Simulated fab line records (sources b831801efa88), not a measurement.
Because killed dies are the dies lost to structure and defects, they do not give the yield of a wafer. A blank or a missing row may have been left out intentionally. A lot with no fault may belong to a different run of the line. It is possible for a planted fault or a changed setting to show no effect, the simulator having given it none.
Chamber matching || flow sky130 || cmp-02 running SKY_VIA2_CMP_24: 4 sister chambers
The step polishes, stops on SiO2, t overpolish 20 s, target thk 0 nm. 18 wafers are shown with their chamber, then 9 later ones without.

## EACH WAFER AND ITS CHAMBER
{"wafer": "L142.2", "chamber": 1, "motor_current_A (A)": 12.2, "time_to_endpoint_s (s)": 103, "overpolish_run_s (s)": 19.996}
{"wafer": "L142.4", "chamber": 3, "motor_current_A (A)": 9.8, "time_to_endpoint_s (s)": 99, "overpolish_run_s (s)": 20.011}
{"wafer": "L142.6", "chamber": 2, "motor_current_A (A)": 10.1, "time_to_endpoint_s (s)": 110, "overpolish_run_s (s)": 20.014}
{"wafer": "L143.2", "chamber": 0, "motor_current_A (A)": 10.7, "time_to_endpoint_s (s)": 101, "overpolish_run_s (s)": 19.997}
{"wafer": "L143.4", "chamber": 3, "motor_current_A (A)": 10.2, "time_to_endpoint_s (s)": 106, "overpolish_run_s (s)": 20.015}
{"wafer": "L143.5", "chamber": 3, "motor_current_A (A)": 10.5, "time_to_endpoint_s (s)": 104, "overpolish_run_s (s)": 19.994}
{"wafer": "L145.2", "chamber": 0, "motor_current_A (A)": 11.0, "time_to_endpoint_s (s)": 97, "overpolish_run_s (s)": 20.001}
{"wafer": "L145.5", "chamber": 2, "motor_current_A (A)": 10.6, "time_to_endpoint_s (s)": 105, "overpolish_run_s (s)": 20.007}
{"wafer": "L145.6", "chamber": 3, "motor_current_A (A)": 10.5, "time_to_endpoint_s (s)": 102, "overpolish_run_s (s)": 19.994}
{"wafer": "L146.2", "chamber": 3, "motor_current_A (A)": 10.7, "time_to_endpoint_s (s)": 101, "overpolish_run_s (s)": 20.005}
{"wafer": "L146.3", "chamber": 1, "motor_current_A (A)": 12.2, "time_to_endpoint_s (s)": 106, "overpolish_run_s (s)": 19.998}
{"wafer": "L146.6", "chamber": 1, "motor_current_A (A)": 10.9, "time_to_endpoint_s (s)": 103, "overpolish_run_s (s)": 19.989}
{"wafer": "L152.3", "chamber": 3, "motor_current_A (A)": 10.4, "time_to_endpoint_s (s)": 101, "overpolish_run_s (s)": 19.992}
{"wafer": "L152.5", "chamber": 1, "motor_current_A (A)": 11.8, "time_to_endpoint_s (s)": 104, "overpolish_run_s (s)": 20.001}
{"wafer": "L152.6", "chamber": 2, "motor_current_A (A)": 10.0, "time_to_endpoint_s (s)": 113, "overpolish_run_s (s)": 19.988}
{"wafer": "L153.1", "chamber": 2, "motor_current_A (A)": 10.7, "time_to_endpoint_s (s)": 111, "overpolish_run_s (s)": 20.010}
{"wafer": "L153.3", "chamber": 0, "motor_current_A (A)": 11.3, "time_to_endpoint_s (s)": 105, "overpolish_run_s (s)": 19.999}
{"wafer": "L153.6", "chamber": 3, "motor_current_A (A)": 10.1, "time_to_endpoint_s (s)": 107, "overpolish_run_s (s)": 19.998}

SIGNATURES, as means of the wafers listed above
{"reading": "motor_current_A", "chamber 0": 11.000, "chamber 1": 11.775, "chamber 2": 10.350, "chamber 3": 10.314, "scatter within a chamber": 0.399}
{"reading": "time_to_endpoint_s", "chamber 0": 101.00, "chamber 1": 104.00, "chamber 2": 109.75, "chamber 3": 102.86, "scatter within a chamber": 2.97}
{"reading": "overpolish_run_s", "chamber 0": 19.99900, "chamber 1": 19.99600, "chamber 2": 20.00475, "chamber 3": 20.00129, "scatter within a chamber": 0.00838}
Rule: for a wafer and a chamber, the distance is found by dividing, reading by reading, the gap between the wafer's reading and the chamber's mean by the reading's scatter, squaring, summing and taking the root. The wafer belongs to the nearest chamber; if the next one is less than 2 further off, it can't be placed. The scatter is the square root of a quotient: the sum, over the shown wafers, of each reading's squared deviation from its chamber's mean, divided by wafers minus chambers.

## WAFERS WITHOUT THEIR CHAMBER
{"wafer": "L155.3", "motor_current_A (A)": 9.9, "time_to_endpoint_s (s)": 112, "overpolish_run_s (s)": 20.005}
{"wafer": "L155.5", "motor_current_A (A)": 11.0, "time_to_endpoint_s (s)": 103, "overpolish_run_s (s)": 19.999}
{"wafer": "L155.6", "motor_current_A (A)": 9.8, "time_to_endpoint_s (s)": 101, "overpolish_run_s (s)": 20.003}
{"wafer": "L158.2", "motor_current_A (A)": 10.1, "time_to_endpoint_s (s)": 112, "overpolish_run_s (s)": 19.997}
{"wafer": "L158.5", "motor_current_A (A)": 11.4, "time_to_endpoint_s (s)": 106, "overpolish_run_s (s)": 19.989}
{"wafer": "L158.6", "motor_current_A (A)": 11.7, "time_to_endpoint_s (s)": 108, "overpolish_run_s (s)": 19.988}
{"wafer": "L161.1", "motor_current_A (A)": 10.0, "time_to_endpoint_s (s)": 101, "overpolish_run_s (s)": 19.996}
{"wafer": "L161.5", "motor_current_A (A)": 9.6, "time_to_endpoint_s (s)": 112, "overpolish_run_s (s)": 19.984}
{"wafer": "L161.6", "motor_current_A (A)": 12.0, "time_to_endpoint_s (s)": 107, "overpolish_run_s (s)": 20.014}

## CHAMBER TAKEN BY EACH
{"wafer": "L155.3", "from the rows above": "can't be placed: 2 or 3", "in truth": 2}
{"wafer": "L155.5", "from the rows above": "can't be placed: 0 or 3 or 1", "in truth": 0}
{"wafer": "L155.6", "from the rows above": "can't be placed: 3 or 0 or 2", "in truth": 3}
{"wafer": "L158.2", "from the rows above": "can't be placed: 2 or 3", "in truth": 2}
{"wafer": "L158.5", "from the rows above": "can't be placed: 1 or 0 or 3", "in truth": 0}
{"wafer": "L158.6", "from the rows above": "can't be placed: 1 or 0", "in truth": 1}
{"wafer": "L161.1", "from the rows above": "can't be placed: 3 or 0", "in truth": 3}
{"wafer": "L161.5", "from the rows above": "can't be placed: 2 or 3", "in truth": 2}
{"wafer": "L161.6", "from the rows above": "can't be placed: 1 or 0 or 2", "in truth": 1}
Correctly placed: 0 of 9. These rows do not allow placing 9 (true chamber among the candidates in 9). Number placed wrongly: 0.
